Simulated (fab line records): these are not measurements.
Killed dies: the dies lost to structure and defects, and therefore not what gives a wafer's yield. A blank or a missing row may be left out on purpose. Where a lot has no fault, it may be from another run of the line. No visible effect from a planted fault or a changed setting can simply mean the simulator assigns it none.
fab line records + flow sky130
record:
- lots: 5
- wafers: 15
- lastDay: 50
route steps=708 shown SONOS_TUNNEL@160 SONOS_ONO@168 GATE_OXIDE@187 PAD_OPEN@708
lots with no fault: from the same line, run without faults
startH: hours from the record's first day to the start of the lot's first wafer shown + waitH: hours since the lot's step before + " as in the row above + L1.1+2: a row that stands for several wafers + - no value, or no start given + * or withheld: withheld + < > ~ a bound
route shown NAME@n: names a module that has steps shown in the file, with the first one's number in the route + usual: mean/standard deviation taken from wafers without a fault + same: alike in all rows + chamber/n: place in a boat + sites: per-site readings + _std_site: the standard deviation of these + _edge_site: mean of outer sites minus mean of inner sites + radiusMm: how far each site lies from the wafer's centre + mask NAME#n: copy n + behind: the last tool/chamber to shape the wafer + hold: why the lot was held/for how many hours/how that ended + device: names the non-switching transistor (n, p or np) + end of line: at the end of the route, the tests of the same wafers + step lacking rows: just its recipe + killed: not the wafer's yield, but the dies lost to structure and defects at the first sort + map: a wafer's dies, x killed, . not, _ none there
set.NAME: the setting the step ran with; set.NAME@STEP: the setting that earlier step ran with + model.NAME: the simulator's own value behind a step, which no gauge read
lots at some steps of the route; a table a step, a row a wafer
services: from which hour (startH, from the record's first day; less than 0 if before it) a tool's chamber was out of use, for how many hours, and why
== steps ==
step: SKY_SONOS_TUNNEL_DEVELOP_06
recipe:
- resist: NOVOLAK
- developer: TMAH
- developTimeS: 60
- devTempC: 23
step: SKY_SONOS_TUNNEL_IMPLANT_09
recipe:
- species: B
- energyKev: 20
- doseCm2: 1e+12
- tiltDeg: withheld
step: SKY_SONOS_TUNNEL_WET_ETCH_10
recipe:
- chemistry: dHF
- targetDepthNm: 14
- target: SiO2
- dilution: 100:1
- tempC: 25
- timeS: 280
step: SKY_SONOS_TUNNEL_STRIP_11
recipe:
- chemistry: SPM
- timeS: 600
- tempC: 130
step: SKY_SONOS_TUNNEL_CLEAN_13
recipe:
- chemistry: dHF
- timeS: 20
- dilution: 100:1
- dry: ipaMarangoni
step: SKY_SONOS_ONO_OXIDATION_00
recipe:
- tempC: 800
- ambient: O2
- idleTempC: 700
- rampUpCPerMin: 10
- rampDownCPerMin: 3
- stabiliseS: 600
- purgeS: 300
- targetThkA: 26
- oxTimeS: 1249
step: SKY_SONOS_ONO_CVD_02
recipe:
- material: Si3N4
- precursor: DCS/NH3
- targetThkNm: 10.5
- tempC: 770
- timeS: 180
- pressureMtorr: 250
step: SKY_SONOS_ONO_CVD_04
recipe:
- material: SiO2
- precursor: SiH4/N2O
- targetThkNm: 5.7199
- tempC: 900
- pressureMtorr: 400
usual:
- pressureMtorr: 400.0/0.86
| lot.wafer | tool     | chamber | startH | waitH | pressureMtorr | model.SiO2_of_SONOS_ONO_CVD_04.thkNm |
|-----------|----------|---------|--------|-------|---------------|--------------------------------------|
| L998.1    | lpcvd-03 | 0       | 344.89 | 0.1   | 480.8         | 6.355                                |
| L998.3    | "        | 0       | "      | "     | 480.5         | 6.351                                |
| L998.5    | "        | 0       | "      | "     | 479.7         | 6.408                                |
| L999.1    | lpcvd-03 | 0       | 348.40 | 0.1   | 479.6         | 6.406                                |
| L999.3    | "        | 0       | "      | "     | 478.6         | 6.34                                 |
| L999.5    | "        | 0       | "      | "     | 478.9         | 6.472                                |
| L100.3    | lpcvd-03 | 0       | 361.74 | 0.0   | 481.3         | 6.452                                |
| L100.5    | "        | 0       | "      | "     | 478.9         | 6.403                                |
| L100.6    | "        | 0       | "      | "     | 481.2         | 6.446                                |
| L108.2    | lpcvd-03 | 0       | 422.04 | 0.0   | 401.4         | 5.758                                |
| L108.4    | "        | 0       | "      | "     | 399.8         | 5.796                                |
| L108.5    | "        | 0       | "      | "     | 401.5         | 5.747                                |
| L109.1    | lpcvd-03 | 0       | 429.39 | 0.1   | 399.3         | 5.78                                 |
| L109.3    | "        | 0       | "      | "     | 399.4         | 5.835                                |
| L109.4    | "        | 0       | "      | "     | 400.7         | 5.775                                |
step: SKY_SONOS_ONO_THK_MEAS_05
recipe:
- reads: SiO2_of_SONOS_ONO_CVD_04
usual:
- SONOS_ONO_CVD_04_THK: 5.72/0.091
| lot.wafer | tool         | chamber | startH | waitH | SONOS_ONO_CVD_04_THK[nm] |
|-----------|--------------|---------|--------|-------|--------------------------|
| L998.1    | filmMetro-04 | -       | 346.14 | 0.0   | 6.32                     |
| L998.3    | "            | -       | "      | "     | 6.37                     |
| L998.5    | "            | -       | "      | "     | 6.42                     |
| L999.1    | filmMetro-01 | -       | 349.65 | 0.0   | 6.41                     |
| L999.3    | "            | -       | "      | "     | 6.35                     |
| L999.5    | "            | -       | "      | "     | 6.42                     |
| L100.3    | filmMetro-01 | -       | 363.01 | 0.0   | 6.47                     |
| L100.5    | "            | -       | "      | "     | 6.40                     |
| L100.6    | "            | -       | "      | "     | 6.45                     |
| L108.2    | filmMetro-03 | -       | 423.30 | 0.0   | 5.82                     |
| L108.4    | "            | -       | "      | "     | 5.78                     |
| L108.5    | "            | -       | "      | "     | 5.74                     |
| L109.1    | filmMetro-01 | -       | 430.64 | 0.0   | 5.77                     |
| L109.3    | "            | -       | "      | "     | 5.82                     |
| L109.4    | "            | -       | "      | "     | 5.79                     |
step: SKY_SONOS_ONO_DEHYDRATE_06
recipe:
- tempC: 200
- timeS: 60
step: SKY_SONOS_ONO_HMDS_07
recipe:
- primeTimeS: 60
- primeTempC: 120
step: SKY_SONOS_ONO_COAT_08
recipe:
- resist: NOVOLAK
- spinRpm: 3000
- resistThkNm: 1140
step: SKY_SONOS_ONO_SOFTBAKE_09
recipe:
- tempC: 90
- timeS: 60
- resist: NOVOLAK
step: SKY_SONOS_ONO_EXPOSE_10
recipe:
- maskId: ONOM
- targetCdNm: 410
- na: 0.6
- sourceShape: conventional
- sigmaOuter: 0.6
- doseMj: 150
step: SKY_SONOS_ONO_PEB_11
recipe:
- tempC: withheld
- timeS: *
- resist: NOVOLAK
step: SKY_SONOS_ONO_DEVELOP_12
recipe:
- developTimeS: 60
- devTempC: 23
step: SKY_SONOS_ONO_ETCH_15
recipe:
- targetDepthNm: 19.52
- chemistry: CHF3/O2
- sourceW: 600
- biasW: 200
- pressureMtorr: 40
- chf3FlowSccm: 50
- O2_flow_sccm: 5
- timeS: 7.8
step: SKY_SONOS_ONO_WET_ETCH_16
recipe:
- chemistry: dHF
- targetDepthNm: 14
- dry: n2Spin
- target: SiO2
- dilution: 100:1
- tempC: 25
- timeS: 280
step: SKY_SONOS_ONO_STRIP_17
recipe:
- chemistry: O2/N2
- powerW: 1400
- pressureMtorr: 1500
- platenTempC: withheld
- o2FlowSccm: 3000
- n2FlowSccm: 300
- overashFraction: 0.5
step: SKY_SONOS_ONO_WET_ETCH_18
recipe:
- chemistry: H3PO4
- targetDepthNm: 15
- target: Si3N4
- tempC: 160
- timeS: 172
step: SKY_GATE_OXIDE_CLEAN_00
recipe:
- chemistry: SC1/SC2
- mix: 1:4:20
- tempC: 70
- timeS: 150
- dry: n2Spin
step: SKY_GATE_OXIDE_OXIDATION_01
recipe:
- tempC: 900
- ambient: O2
- stabiliseS: 600
- purgeS: 300
- targetThkA: 102.68
- oxTimeS: 1473
step: SKY_GATE_OXIDE_DEHYDRATE_03
recipe:
- tempC: 200
- timeS: 60
step: SKY_GATE_OXIDE_HMDS_04
recipe:
- primeTimeS: 60
- primeTempC: 120
step: SKY_GATE_OXIDE_COAT_05
recipe:
- resist: NOVOLAK
- spinRpm: 3000
- resistThkNm: 1140
step: SKY_GATE_OXIDE_SOFTBAKE_06
recipe:
- tempC: 90
- timeS: 60
- resist: NOVOLAK
step: SKY_GATE_OXIDE_EXPOSE_07
recipe:
- maskId: LVOM
- na: 0.6
- sourceShape: conventional
- sigmaOuter: 0.6
- polarization: unpolarized
- targetCdNm: 600
- doseMj: 170
step: SKY_GATE_OXIDE_PEB_08
recipe:
- tempC: withheld
- timeS: *
- resist: NOVOLAK
step: SKY_GATE_OXIDE_DEVELOP_09
recipe:
- resist: NOVOLAK
- developer: TMAH
- developTimeS: 60
- devTempC: 23
step: SKY_GATE_OXIDE_IMPLANT_11
recipe:
- species: B
- energyKev: 10
- doseCm2: 2.629e+12
- tiltDeg: withheld
step: SKY_GATE_OXIDE_WET_ETCH_12
recipe:
- chemistry: dHF
- targetDepthNm: 16.8
- dry: n2Spin
- target: SiO2
- dilution: 100:1
- tempC: 25
- timeS: 336
step: SKY_GATE_OXIDE_STRIP_13
recipe:
- chemistry: O2/N2
- powerW: 1400
- pressureMtorr: 1500
- platenTempC: withheld
- o2FlowSccm: 3000
- n2FlowSccm: 300
- overashFraction: 0.5
step: SKY_GATE_OXIDE_CLEAN_15
recipe:
- chemistry: SC1/SC2
- mix: 1:4:20
- tempC: 70
- timeS: 150
- dry: n2Spin
usual:
- tempC: 69.98/0.12
| lot.wafer | tool        | chamber | startH | waitH | tempC | model.SiO2_of_SONOS_ONO_CVD_04.thkNm |
|-----------|-------------|---------|--------|-------|-------|--------------------------------------|
| L998.1    | wetBench-02 | 3       | 404.45 | 0.1   | 70.00 | 4.828                                |
| L998.3    | "           | 3       | "      | "     | 70.08 | 4.823                                |
| L998.5    | "           | 3       | "      | "     | 69.88 | 4.877                                |
| L999.1    | wetBench-03 | 2       | 408.85 | 0.1   | 70.04 | 4.876                                |
| L999.3    | "           | 2       | "      | "     | 69.93 | 4.812                                |
| L999.5    | "           | 2       | "      | "     | 70.06 | 4.947                                |
| L100.3    | wetBench-02 | 1       | 423.84 | 0.0   | 69.94 | 4.95                                 |
| L100.5    | "           | 1       | "      | "     | 69.86 | 4.901                                |
| L100.6    | "           | 1       | "      | "     | 70.09 | 4.942                                |
| L108.2    | wetBench-02 | 0       | 487.59 | 0.0   | 69.97 | 4.22                                 |
| L108.4    | "           | 0       | "      | "     | 70.02 | 4.259                                |
| L108.5    | "           | 0       | "      | "     | 69.90 | 4.215                                |
| L109.1    | wetBench-03 | 2       | 495.20 | 0.1   | 70.05 | 4.267                                |
| L109.3    | "           | 2       | "      | "     | 69.94 | 4.323                                |
| L109.4    | "           | 2       | "      | "     | 70.02 | 4.258                                |
step: SKY_PAD_OPEN_PROBE_99
usual:
- killed_at_M0_to_M3: 43/6.6
- killed_at_M4_up: 2.9/1.8
- killedAtContacts: 25/5.3
- killedAtFrontEnd: 15/4.1
- killedAtOther: 0.3/0.6
- killedDies: 86/8.8
- killedOpen: 47/6.7
- killedShort: 39/6.2
same:
- grossDies: 492
- killedAtBackSide: 0
| lot.wafer | tool      | chamber | startH  | waitH | killed_at_M0_to_M3 | killed_at_M4_up | killedAtContacts | killedAtFrontEnd | killedAtOther | killedDies | killedOpen | killedShort | model.etest.sonosErased.driveUaUm | model.etest.capOno.gateLog10ACm2 | model.etest.capOno.gateBvV | model.etest.capOno.toxAccNm | model.etest.sonosProgrammed.vtV | model.etest.sonosProgrammed.offLog10AUm | model.etest.sonosErased.vtV | model.etest.sonosBaked.vtV |
|-----------|-----------|---------|---------|-------|--------------------|-----------------|------------------|------------------|---------------|------------|------------|-------------|-----------------------------------|----------------------------------|----------------------------|-----------------------------|---------------------------------|-----------------------------------------|-----------------------------|----------------------------|
| L998.1    | prober-01 | -       | 1141.66 | 0.1   | 37                 | 1               | 31               | 17               | 2             | 88         | 48         | 38          | 156                               | -8.54                            | 17.13                      | 13.36                       | 1.204                           | -14.09                                  | -2.056                      | 0.7687                     |
| L998.3    | prober-01 | -       | 1141.76 | 0.2   | 44                 | 1               | 35               | 21               | 0             | 101        | 62         | 38          | 162.7                             | -8.55                            | 16.94                      | 13.39                       | 1.23                            | -14.01                                  | -2.039                      | 0.7552                     |
| L998.5    | prober-01 | -       | 1141.86 | 0.2   | 59                 | 6               | 21               | 16               | 1             | 103        | 60         | 42          | 143.4                             | -8.685                           | 17.22                      | 13.52                       | 1.136                           | -13.91                                  | -1.997                      | 0.6918                     |
| L999.1    | prober-02 | -       | 1146.62 | 0.1   | 55                 | 4               | 22               | 15               | 0             | 96         | 59         | 37          | 124.6                             | -8.852                           | 17.02                      | 13.58                       | 1.043                           | -13.74                                  | -1.915                      | 0.7252                     |
| L999.3    | prober-02 | -       | 1146.72 | 0.2   | 48                 | 2               | 24               | 13               | 0             | 87         | 41         | 46          | 161.2                             | -8.703                           | 17.2                       | 13.51                       | 1.077                           | -13.83                                  | -2.009                      | 0.7015                     |
| L999.5    | prober-02 | -       | 1146.82 | 0.2   | 42                 | 0               | 30               | 16               | 1             | 89         | 56         | 33          | 136.8                             | -8.801                           | 17.24                      | 13.59                       | 1.037                           | -13.77                                  | -1.927                      | 0.6867                     |
| L100.3    | prober-01 | -       | 1154.56 | 0.2   | 50                 | 6               | 18               | 15               | 0             | 89         | 50         | 39          | 163.1                             | -9.025                           | 17.22                      | 13.71                       | 0.966                           | -13.16                                  | -1.892                      | 0.573                      |
| L100.5    | prober-01 | -       | 1154.66 | 0.2   | 43                 | 3               | 25               | 19               | 0             | 90         | 49         | 39          | 129.1                             | -8.953                           | 17.32                      | 13.78                       | 0.9486                          | -12.97                                  | -1.826                      | 0.5873                     |
| L100.6    | prober-01 | -       | 1154.71 | 0.2   | 37                 | 3               | 24               | 23               | 0             | 87         | 48         | 39          | 138.8                             | -8.946                           | 17.07                      | 13.7                        | 1.069                           | -13.8                                   | -1.887                      | 0.6321                     |
| L108.2    | prober-01 | -       | 1199.14 | 0.1   | 41                 | 0               | 33               | 11               | 2             | 87         | 45         | 41          | 185.2                             | -8.078                           | 16.53                      | 12.91                       | 1.415                           | -13.93                                  | -2.277                      | 0.9114                     |
| L108.4    | prober-01 | -       | 1199.24 | 0.2   | 43                 | 2               | 26               | 7                | 1             | 79         | 38         | 40          | 235.9                             | -8.091                           | 16.38                      | 13.03                       | 1.358                           | -13.9                                   | -2.331                      | 0.8309                     |
| L108.5    | prober-01 | -       | 1199.29 | 0.2   | 45                 | 3               | 29               | 19               | 1             | 97         | 58         | 38          | 188.1                             | -8.072                           | 16.38                      | 13.02                       | 1.373                           | -14.08                                  | -2.256                      | 0.9019                     |
| L109.1    | prober-02 | -       | 1200.63 | 0.1   | 44                 | 3               | 23               | 15               | 0             | 85         | 48         | 37          | 224.9                             | -8.008                           | 16.19                      | 12.95                       | 1.434                           | -13.98                                  | -2.31                       | 0.9166                     |
| L109.3    | prober-02 | -       | 1200.73 | 0.2   | 43                 | 0               | 26               | 20               | 0             | 89         | 54         | 35          | 155.6                             | -8.159                           | 16.67                      | 13.06                       | 1.388                           | -13.86                                  | -2.194                      | 0.866                      |
| L109.4    | prober-02 | -       | 1200.78 | 0.2   | 56                 | 2               | 28               | 20               | 1             | 107        | 60         | 47          | 185.8                             | -7.951                           | 16.36                      | 12.96                       | 1.405                           | -13.95                                  | -2.273                      | 0.9583                     |
killed by level:class
L998.1 VIA1:geometricParticle:open=12 CONTACT:geometricParticle:open=11 CONTACT:geometricParticle:short=8 METAL2:geometricParticle:short=7 FIELD_ISO:geometricParticle:open=5 LI_CONTACT:geometricParticle:open=5 LOCAL_INTERCONNECT:geometricParticle:short=5 METAL1:geometricParticle:short=5
L998.3 CONTACT:geometricParticle:open=16 VIA1:geometricParticle:open=12 FIELD_ISO:geometricParticle:open=11 LOCAL_INTERCONNECT:geometricParticle:short=7 VIA2:geometricParticle:open=7 LI_CONTACT:geometricParticle:open=6 VIA3:geometricParticle:open=6 METAL1:geometricParticle:short=5
L998.5 VIA1:geometricParticle:open=21 VIA3:geometricParticle:open=10 CONTACT:geometricParticle:open=9 CONTACT:geometricParticle:short=6 VIA2:geometricParticle:open=6 FIELD_ISO:geometricParticle:short=5 METAL3:geometricParticle:short=5 METAL4:geometricParticle:short=4
L999.1 VIA1:geometricParticle:open=16 CONTACT:geometricParticle:open=11 METAL2:geometricParticle:short=9 VIA2:geometricParticle:open=9 POLY_GATE:geometricParticle:open=5 METAL1:geometricParticle:short=5 VIA3:geometricParticle:open=5 POLY_GATE:geometricParticle:short=4
L999.3 METAL2:geometricParticle:short=11 VIA1:geometricParticle:open=10 CONTACT:geometricParticle:short=8 VIA2:geometricParticle:open=8 LI_CONTACT:geometricParticle:open=7 POLY_GATE:geometricParticle:open=5 POLY_GATE:geometricParticle:short=5 LI_CONTACT:geometricParticle:short=5
L999.5 VIA1:geometricParticle:open=12 CONTACT:geometricParticle:open=8 VIA3:geometricParticle:open=8 VIA2:geometricParticle:open=6 CONTACT:geometricParticle:short=5 LI_CONTACT:geometricParticle:open=5 LOCAL_INTERCONNECT:geometricParticle:open=5 FIELD_ISO:geometricParticle:open=4
L100.3 VIA2:geometricParticle:open=9 METAL2:geometricParticle:short=7 VIA3:geometricParticle:short=7 FIELD_ISO:geometricParticle:open=6 CONTACT:geometricParticle:open=6 LI_CONTACT:geometricParticle:open=6 METAL1:geometricParticle:short=6 VIA1:geometricParticle:open=5
L100.5 VIA1:geometricParticle:open=10 VIA2:geometricParticle:open=10 CONTACT:geometricParticle:open=9 FIELD_ISO:geometricParticle:open=7 METAL2:geometricParticle:short=6 METAL3:geometricParticle:short=6 FIELD_ISO:geometricParticle:short=5 LI_CONTACT:geometricParticle:open=5
L100.6 CONTACT:geometricParticle:open=11 VIA1:geometricParticle:open=9 FIELD_ISO:geometricParticle:short=7 POLY_GATE:geometricParticle:short=6 METAL2:geometricParticle:short=6 VIA2:geometricParticle:open=5 LI_CONTACT:geometricParticle:open=4 CONTACT:geometricParticle:short=4
L108.2 LOCAL_INTERCONNECT:geometricParticle:short=9 CONTACT:geometricParticle:open=9 VIA1:geometricParticle:open=9 VIA2:geometricParticle:open=8 METAL2:geometricParticle:short=7 LI_CONTACT:geometricParticle:open=5 CONTACT:geometricParticle:short=5 VIA1:geometricParticle:short=5
L108.4 VIA1:geometricParticle:open=10 CONTACT:geometricParticle:open=9 METAL2:geometricParticle:short=9 VIA1:geometricParticle:short=7 LI_CONTACT:geometricParticle:open=6 LOCAL_INTERCONNECT:geometricParticle:short=5 CONTACT:geometricParticle:short=5 VIA3:geometricParticle:open=4
L108.5 VIA1:geometricParticle:open=12 LI_CONTACT:geometricParticle:open=11 CONTACT:geometricParticle:open=10 VIA2:geometricParticle:open=8 POLY_GATE:geometricParticle:short=5 METAL1:geometricParticle:short=5 FIELD_ISO:geometricParticle:open=4 LOCAL_INTERCONNECT:geometricParticle:short=4
L109.1 VIA1:geometricParticle:open=12 VIA3:geometricParticle:open=10 CONTACT:geometricParticle:short=7 LOCAL_INTERCONNECT:geometricParticle:short=6 CONTACT:geometricParticle:open=6 FIELD_ISO:geometricParticle:open=4 LI_CONTACT:geometricParticle:open=4 VIA1:geometricParticle:short=4
L109.3 CONTACT:geometricParticle:open=12 METAL1:geometricParticle:short=11 VIA1:geometricParticle:open=8 POLY_GATE:geometricParticle:open=7 LI_CONTACT:geometricParticle:open=7 FIELD_ISO:geometricParticle:open=5 VIA3:geometricParticle:open=5 CONTACT:geometricParticle:short=4
L109.4 CONTACT:geometricParticle:open=14 VIA1:geometricParticle:open=12 METAL2:geometricParticle:short=11 VIA3:geometricParticle:open=10 VIA1:geometricParticle:short=7 METAL1:geometricParticle:short=7 LOCAL_INTERCONNECT:geometricParticle:short=6 FIELD_ISO:geometricParticle:open=5
== services ==
| tool        | chamber | startH | hours | kind |
|-------------|---------|--------|-------|------|
| wetBench-03 | -       | 336.36 | 1.9   | pm   |
| lpcvd-03    | -       | 467.32 | 6.0   | pm   |
== key ==
firstSign:
- step: SKY_SONOS_ONO_CVD_04
- reading: pressureMtorr
- direction: up
- sigmas: 93
- usual: 400.0
- struck: 480.0
effect:
- step: SKY_SONOS_ONO_THK_MEAS_05
- reading: SONOS_ONO_CVD_04_THK
- direction: up
- sigmas: 7.4
- usual: 5.72
- struck: 6.40
modelEffect:
- step: SKY_SONOS_ONO_CVD_04
- value: SiO2_of_SONOS_ONO_CVD_04.thkNm
- without: 5.858
- struck: 6.404
modelEffect:
- step: SKY_GATE_OXIDE_CLEAN_15
- value: SiO2_of_SONOS_ONO_CVD_04.thkNm
- without: 4.338
- struck: 4.884
modelEffect:
- step: SKY_PAD_OPEN_PROBE_99
- value: etest.sonosErased.driveUaUm
- without: 176.7
- struck: 146.2
metAt SKY_SONOS_ONO_CVD_04
struckWafers L998.1,L998.3,L998.5,L999.1,L999.3,L999.5,L100.3,L100.5,L100.6
testerLeftOut L998,L999,L100
fault:
- kind: processParameterDrift
- tool: lpcvd-03
- chamber: -
- onsetH: 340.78
- steps: SKY_SONOS_ONO_CVD_04
- channel: pressureMtorr
- offset: 80
- shape: step
- endH: 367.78
- stated: 400
testerLeftOut: of these lots the tester's yield and bins aren't shown, on N5 and GAA mostly nor the transistor test; their killed dies are dies lost to structure and defects alone, not to doping, threshold or leakage, so they don't give the yield
